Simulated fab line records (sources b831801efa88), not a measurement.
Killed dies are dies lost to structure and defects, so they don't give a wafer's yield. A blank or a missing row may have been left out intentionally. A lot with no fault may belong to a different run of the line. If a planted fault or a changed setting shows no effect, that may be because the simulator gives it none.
Which of the tools did it? | flow sky130 | 42 wafers from 14 lots sampled at 2 of the route's 708 steps

## WHAT EACH GAUGE READ, for each wafer
The record holds no reading of a measuring or inspecting step that can be judged against a usual standard deviation.

## WHAT TOOL EACH LOT RAN ON (gives the tool, then ch and the chambers of the sampled wafers, and finally the start)
lot  | SKY_FIELD_ISO_OXIDATION_01   | SKY_NWELL_CLEAN_00
L749 | furnace-01 ch 0, day 1 10:49 | wet-bench-01 ch 3, day 2 11:34
L750 | furnace-01 ch 0, day 1 15:13 | wet-bench-01 ch 2, day 2 21:29
L751 | furnace-02 ch 0, day 1 20:47 | wet-bench-01 ch 2, day 3 07:07
L752 | furnace-01 ch 0, day 2 01:07 | wet-bench-01 ch 3, day 3 07:07
L758 | furnace-01, day 3 08:53      | -
L759 | furnace-01, day 3 13:14      | -
L763 | furnace-01 ch 0, day 4 08:07 | wet-bench-04 ch 1, day 5 10:02
L765 | furnace-02 ch 0, day 4 19:47 | wet-bench-01 ch 1, day 5 21:14
L766 | furnace-02 ch 0, day 4 23:58 | wet-bench-04 ch 3, day 6 02:03
L767 | furnace-01 ch 0, day 5 04:47 | wet-bench-01 ch 1, day 6 08:01
L768 | furnace-01 ch 0, day 5 10:25 | wet-bench-04 ch 1, day 6 13:19
L769 | furnace-02 ch 0, day 5 15:13 | wet-bench-01 ch 1, day 6 21:24
L770 | furnace-01 ch 0, day 5 19:07 | wet-bench-04 ch 2, day 7 00:27
L771 | furnace-01 ch 0, day 6 01:31 | wet-bench-04 ch 3, day 7 07:13
- SKY_FIELD_ISO_OXIDATION_01: stabilise 600 s, purge 300 s, target thk 12 nm.
- SKY_NWELL_CLEAN_00: cleans in SC1/SC2, time 150 s.

## AS READ BY THE TOOLS THEMSELVES (means over the sampled wafers that have a number; for cases with no such wafer, the mark the record gives instead)
SKY_FIELD_ISO_OXIDATION_01. Usual: ox-temp-c 900.1 C, standard deviation 0.41; ox-temp-c-max 904.4, standard deviation 1.2; spike-tc-lower-C 900.7 C, standard deviation 1.3; tube-center-temp-C 900.00 C, standard deviation 0.092.
lot  | tool       | ox-temp-c (C) | ox-temp-c-max | spike-tc-lower-C (C) | tube-center-temp-C (C) | flag
L749 | furnace-01 | 900.5         | 904.0         | 900.8                | 899.96                 |
L750 | furnace-01 | 900.1         | 903.5         | 900.4                | 900.07                 |
L751 | furnace-02 | 900.2         | 905.1         | 899.0                | 900.09                 |
L752 | furnace-01 | 900.3         | 904.6         | 901.9                | 900.04                 |
L758 | furnace-01 | -             | -             | -                    | -                      | OFF
L759 | furnace-01 | -             | -             | -                    | -                      | OFF
L763 | furnace-01 | 899.8         | 904.1         | 900.3                | 900.00                 |
L765 | furnace-02 | 900.6         | 906.2         | 899.0                | 900.07                 |
L766 | furnace-02 | 900.2         | 905.0         | 899.9                | 900.00                 |
L767 | furnace-01 | 900.1         | 903.9         | 900.9                | 900.01                 |
L768 | furnace-01 | 899.9         | 903.9         | 901.4                | 899.98                 |
L769 | furnace-02 | 900.3         | 907.0         | 899.9                | 900.00                 |
L770 | furnace-01 | 900.3         | 903.7         | 901.0                | 900.05                 |
L771 | furnace-01 | 900.4         | 903.9         | 901.0                | 899.99                 |

## THE ANSWER, worked out from the rows above alone
Rule: a lot is off if the mean of its wafers that have a number lies more than 3 standard deviations from the usual mean. Also off: a lot with no number at a reading for which 4 or more lots have one. Where the step has rows for the other lots, those lots are counted as sound. The gauges are gone through in route order, then the tools' own readings, and for those a lot's mean is taken as printed above. At the first step where some lot is off, the reading lying furthest off is the one used; lots without a number count as furthest.
Off at SKY_FIELD_ISO_OXIDATION_01 (ox-temp-c): L758, L759. Without a number there: L758, L759.
If a tool, at that step or one of the process steps before it, ran each lot that is off and ran no sound lot following the first of them, it fits. Of those tried, none fits.

## WHAT WAS PUT IN BY THE SIMULATOR
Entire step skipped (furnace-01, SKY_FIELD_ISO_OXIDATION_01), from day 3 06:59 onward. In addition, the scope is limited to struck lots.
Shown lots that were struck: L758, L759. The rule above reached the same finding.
